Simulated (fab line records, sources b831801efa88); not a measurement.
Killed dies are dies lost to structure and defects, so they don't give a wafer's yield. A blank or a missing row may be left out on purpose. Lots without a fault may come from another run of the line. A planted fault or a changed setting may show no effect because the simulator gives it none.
A struck lot beside a sound one | flow sky130 | 18 steps out of a route of 708
Sound: wafers L890.1, L890.3, L890.5. Struck: wafers L884.2, L884.3, L884.5. The cause comes at the end.
At each step with rows: each side's tool, then ch and its chambers, then its first start. Under that, the readings that differ: sound wafers | struck wafers | difference of the means | sigmas: that difference in standard deviations of wafers without a fault.
alike: readings whose means differ by less than 2 such deviations, and words and numbers that are the same on both sides. not compared: withheld readings, readings that some wafer has no value for, bounds like >300 that may hide the same value, and numbers for which the record gives no deviation and whose values overlap.
The two part at a step that has a row with sigmas, a row that says differs or no value, or rows on one side only. Numbers that don't overlap but have no deviation are shown without sigmas and don't part them. A reading that every wafer of one side lacks parts them only if that side has two wafers or more.

first, 5 steps without rows for these wafers: SKY_VIA4_COAT_06 (resist thk 1140 nm); SKY_VIA4_SOFTBAKE_07 (time 60 s); SKY_VIA4_EXPOSE_08 (exposes mask VIM4, target cd 800 nm); SKY_VIA4_PEB_09; SKY_VIA4_DEVELOP_10 (develop time 60 s).
SKY_VIA4_OVL_MEAS_11:
  sound on overlay-02, day 45 23:19; struck on overlay-02, day 43 15:04
  alike: VIA4_OVL
SKY_VIA4_ETCH_12: etches SiO2 in C4F8/O2/Ar, stops on TiN, target depth 580 nm.
  sound on rie_diel-01 ch 0,2, day 45 23:20; struck on rie_diel-01 ch 0,3, day 43 15:05
  alike: chamber_pressure_mTorr, oes_product_au
SKY_VIA4_STRIP_13: strips in O2/N2.
  sound on plasma_asher-02 ch 0,1, day 45 23:25; struck on plasma_asher-01 ch 0,1, day 43 15:10
  reading               | sound             | struck            | difference | sigmas
  oes_product_au (a.u.) | 0.706 0.702 0.708 | 0.712 0.718 0.713 | +0.009     | +2
  alike: chamber_pressure_mTorr, drypump_motor_current_A, strip_time_to_endpoint_s
  not compared: rf_hours_counter_h
then, 3 steps without rows for these wafers: SKY_VIA4_STRIP_14 (strips in post etch residue remover, time 1200 s); SKY_VIA4_CLEAN_15 (cleans in IPA, time 180 s); SKY_VIA4_CLEAN_16 (cleans in O3/DIW).
SKY_VIA4_SPUTTER_17: material TiN, target thk 20 nm, time 80 s.
  sound on pvd_sputter-03, day 46 00:04; struck on pvd_sputter-04, day 43 15:46
  alike: throttle_valve_pct
SKY_VIA4_CVD_18: deposits W, target thk 505 nm, time 152.14 s.
  sound on cvd_w-02 ch 0,1, day 46 00:08; struck on cvd_w-02 ch 0,1, day 43 15:49
  no value came back on the struck wafers for chamber_pressure_Torr (Torr), heater_power_outer_w (W), heater_power_w (W); on the sound wafers chamber_pressure_Torr (Torr) reads 40.15 39.90 39.76
  not compared: since_wet_clean_h
SKY_VIA4_RS_MEAS_19: measures by four-point-probe.
  sound on film_metro-02, day 46 00:17; struck on film_metro-01, day 43 15:59
  reading            | sound                | struck               | difference | sigmas
  VIA4_W_RS (ohm/sq) | 0.2269 0.2244 0.2213 | 58.975 59.487 57.960 | +58.583    | +99 or more
SKY_VIA4_THK_MEAS_20: measures by xrf.
  sound on film_metro-02, day 46 00:25; struck on film_metro-01, day 43 16:06
  not compared: VIA4_W_THK
SKY_VIA4_CMP_21: polishes, stops on SiO2, t overpolish 25 s, target thk 0 nm.
  sound on cmp-01 ch 0,3, day 46 00:28; struck on cmp-02 ch 0,2, day 43 16:17
  reading                | sound       | struck | difference | sigmas
  time_to_endpoint_s (s) | 125 117 119 | 3 4 2  | -117       | -23
  alike: motor_current_A, platen_rpm
SKY_METAL5_SPUTTER_00: material Ti, target thk 15 nm, time 10 s.
  sound on pvd_sputter-02, day 46 00:46; struck on pvd_sputter-02, day 43 16:35
  alike: throttle_valve_pct
-- the record jumps here: 3 days lie between the struck wafers' starts before and after (it left off in module METAL5 and takes up again in module PAD_OPEN, whose first step shown is number 708 of the route) --
SKY_PAD_OPEN_PROBE_99:
  sound on prober-01, day 48 15:38; struck on prober-02, day 46 13:43
  reading                                   | sound             | struck            | difference | sigmas
  model.etest.tip_n.rs_ohm_sq               | 438.9 437.1 440.3 | 388.6 388.3 388.2 | -50.4      |
  model.etest.nfet_01v8_lvt.drive_ua_um     | 570 558.1 555     | 598.2 589.1 578.6 | +27.6      |
  model.etest.nfet_01v8_turned.drive_ua_um  | 496.8 493.6 483.7 | 530.2 511.6 509.4 | +25.7      |
  model.etest.nfet_01v8.drive_ua_um         | 489.3 492.7 480.2 | 521.7 510.6 507.3 | +25.8      |
  model.etest.sram_nfet_pass.drive_ua_um    | 497.2 485.4 463.4 | 506.4 505.8 501.4 | +22.5      |
  model.etest.nfet_01v8_swapped.drive_ua_um | 500 488.1 482.1   | 522.1 506 505.6   | +21.2      |
  model.etest.res_ndiff.rs_ohm_sq           | 121 121.5 121     | 117.8 117.8 117.1 | -3.6       |
  alike: killed_at_M0_to_M3, killed_at_M4_up, killed_at_contacts, killed_at_front_end, killed_at_other, killed_dies, killed_open, killed_short
  not compared: model.etest.nfet_01v8.r_on_ohm_um

WHERE THEY PART
First at SKY_VIA4_STRIP_13; last, within this record, at SKY_VIA4_CMP_21. Later steps at which nothing parts them and some readings are alike: SKY_METAL5_SPUTTER_00, SKY_PAD_OPEN_PROBE_99.

WHY: what the simulator had put in
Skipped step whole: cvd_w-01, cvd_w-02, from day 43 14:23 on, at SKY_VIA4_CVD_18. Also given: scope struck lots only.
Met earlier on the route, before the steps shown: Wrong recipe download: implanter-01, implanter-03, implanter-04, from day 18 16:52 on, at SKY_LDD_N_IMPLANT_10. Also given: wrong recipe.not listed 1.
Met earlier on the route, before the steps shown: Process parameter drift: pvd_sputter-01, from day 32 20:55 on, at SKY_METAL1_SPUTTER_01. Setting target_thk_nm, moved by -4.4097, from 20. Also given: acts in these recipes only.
